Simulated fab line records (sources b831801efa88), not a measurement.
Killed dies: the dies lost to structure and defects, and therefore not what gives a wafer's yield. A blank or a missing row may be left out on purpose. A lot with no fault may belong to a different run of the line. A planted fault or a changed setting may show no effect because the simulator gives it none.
Comparing a struck lot with a sound one ; flow sky130 ; 36 steps out of a route of 708
Sound: wafers L314.2, L314.3, L314.6. Wafers L329.1, L329.2, L329.4 were the ones struck. Last of all comes the cause.
Per side, at each step with rows, come the tool, then ch with its chambers, and then its first start. Under that, the readings that differ: sound wafers ; struck wafers ; difference of the means ; sigmas: that difference in standard deviations of wafers without a fault.
alike: readings whose means differ by less than 2 such deviations, and words and numbers that are the same on both sides. not compared: withheld readings, readings that some wafer has no value for, bounds like >300 that may hide the same value, and numbers for which the record gives no deviation and whose values overlap.
The two part at a step that has a row with sigmas, a row that says differs or no value, or rows on one side only. When numbers do not overlap yet have no deviation, they are printed without sigmas and do not part them. A reading missing from all wafers of one side parts the sides only when that side holds two or more wafers.

first, 10 steps without rows for these wafers: SKY_GATE_OXIDE_COAT_05 (resist thk 1140 nm); SKY_GATE_OXIDE_SOFTBAKE_06 (time 60 s); SKY_GATE_OXIDE_EXPOSE_07 (exposes mask LVOM, target cd 600 nm); SKY_GATE_OXIDE_PEB_08; SKY_GATE_OXIDE_DEVELOP_09 (develop time 60 s); SKY_GATE_OXIDE_IMPLANT_11; SKY_GATE_OXIDE_WET_ETCH_12 (etches SiO2 in dHF, target depth 16.8 nm, time 336 s); SKY_GATE_OXIDE_STRIP_13 (strips in O2/N2); SKY_GATE_OXIDE_CLEAN_15 (cleans in SC1/SC2, time 150 s); SKY_GATE_OXIDE_OXIDATION_16 (stabilise 600 s, purge 300 s, target thk 3.57 nm).
SKY_POLY_GATE_CVD_00: deposits poly-Si, target thk 180 nm, time 720 s.
  sound on lpcvd-01 ch 0, day 15 00:26; struck on lpcvd-01 ch 1, day 20 01:45
reading;sound;struck;difference;sigmas
pressure_mtorr (mTorr);200.6 200.5 200.3;100.2 99.6 99.9;-100.6;-99 or more
zone_power_lower_pct (%);9.8 9.8 10.0;9.0 9.0 9.0;-0.9;-2
model.poly-Si_of_POLY_GATE_CVD_00.thk_nm (nm);178.9 178.3 179;127 127.2 127.4;-52;
SKY_POLY_GATE_THK_MEAS_01:
  sound: film_metro-03 at day 15 01:38; struck: film_metro-02 at day 20 02:57
reading;sound;struck;difference;sigmas
POLY_GATE_CVD_00_THK (nm);178.9 178.4 179.2;126.9 127.1 127.5;-51.7;-27
then, 9 steps without rows for these wafers: SKY_RES_PROTECT_DEHYDRATE_00 (time 60 s); SKY_RES_PROTECT_HMDS_01 (prime time 60 s); SKY_RES_PROTECT_COAT_02 (resist thk 1140 nm); SKY_RES_PROTECT_SOFTBAKE_03 (time 60 s); SKY_RES_PROTECT_EXPOSE_04 (exposes mask RPM, target cd 1270 nm); SKY_RES_PROTECT_PEB_05; SKY_RES_PROTECT_DEVELOP_06 (develop time 60 s); SKY_POLY_GATE_IMPLANT_02; SKY_RES_PROTECT_STRIP_07 (strips in O2/N2).
SKY_RES_PROTECT_CLEAN_09: cleans in SC1/SC2, time 150 s.
  sound on wet_bench-03 ch 3, day 16 04:21; struck on wet_bench-03 ch 0, day 21 09:31
reading;sound;struck;difference;sigmas
model.poly-Si_of_POLY_GATE_CVD_00.thk_nm (nm);178.2 177.7 178.3;126.3 126.6 126.8;-51.5;
then, 11 steps without rows for these wafers: SKY_POLY_GATE_CVD_03 (deposits Si3N4 from DCS/NH3, target thk 75 nm, time 1290 s); SKY_POLY_GATE_DEHYDRATE_05 (time 60 s); SKY_POLY_GATE_HMDS_06 (prime time 60 s); SKY_POLY_GATE_COAT_07 (resist thk 110 nm); SKY_POLY_GATE_COAT_08 (resist thk 450 nm); SKY_POLY_GATE_SOFTBAKE_09 (time 90 s); SKY_POLY_GATE_EXPOSE_10 (exposes mask P1M, target cd 150 nm); SKY_POLY_GATE_PEB_11; SKY_POLY_GATE_DEVELOP_12 (develop time 60 s); SKY_POLY_GATE_ETCH_15 (etches BARC in N2/H2, stops on SiO2, time 118.5 s, target depth 110 nm); SKY_POLY_GATE_ETCH_16 (etches Si3N4 in CH3F/O2, stops on poly-Si, time 147.5 s, target depth 75 nm).
SKY_POLY_GATE_ETCH_17: etches poly-Si in HBr/Cl2, stops on SiO2, target depth 180 nm, time 70.5 s.
  sound on rie_si-01 ch 1,2, day 17 12:10; struck on rie_si-02 ch 0,1,2, day 22 17:17
reading;sound;struck;difference;sigmas
oes_product_au (a.u.);0.987 0.977 0.982;0.779 0.783 0.781;-0.201;-27
model.etch.depth_nm (nm);178.2 177.7 178.3;126.3 126.6 126.8;-51.5;
model.POLY_GATE.feature_depth_nm (nm);178.2 177.7 178.3;126.3 126.6 126.8;-51.5;
  alike: drypump_motor_current_A, throttle_valve_pct
  not compared: rf_hours_counter_h
then, 1 step without rows for these wafers: SKY_POLY_GATE_STRIP_18 (strips in O2/N2).
-- here the record skips 28 days between the struck wafers' starts before and after, leaving off in module POLY_GATE and picking up in module PAD_OPEN (first step shown: number 708 of the route) --
SKY_PAD_OPEN_PROBE_99:
  sound: prober-02 at day 46 23:14; struck: prober-02 at day 50 07:10
reading;sound;struck;difference;sigmas
model.etest.res_xhigh_po.line_ohm_um;5816 5543 5763;5128 5164 5272;-519;
model.etest.res_high_po.line_ohm_um;752.7 735.6 743.4;934.2 946 972.6;+207.0;
model.etest.res_xhigh_po.rs_ohm_sq;2031 1936 1996;1805 1825 1853;-160;
model.etest.res_poly.line_ohm_um;524.8 508.9 542.6;692.8 677.6 694.5;+162.9;
model.etest.tip_sonos.rs_ohm_sq;2689 2668 2715;2528 2556 2559;-143;
model.etest.res_high_po.rs_ohm_sq;262.1 257.8 259.8;329.4 333.6 335.1;+72.8;
model.etest.res_pwde_under_gate.rs_ohm_sq;6076 6075 6111;6172 6166 6186;+87;
  alike: killed_at_M0_to_M3, killed_at_M4_up, killed_at_contacts, killed_at_front_end, killed_at_other, killed_dies, killed_open, killed_short
  not compared: model.etest.licon_high_po.rc_ohm

## WHERE THEY PART
Last at SKY_POLY_GATE_ETCH_17 as far as this record goes, first at SKY_POLY_GATE_CVD_00. Later steps at which nothing parts them and some readings are alike: SKY_PAD_OPEN_PROBE_99.

WHY: whatever the simulator had introduced
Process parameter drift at SKY_POLY_GATE_CVD_00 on lpcvd-01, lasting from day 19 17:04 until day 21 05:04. Setting pressure_mtorr shifted by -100 from 200.
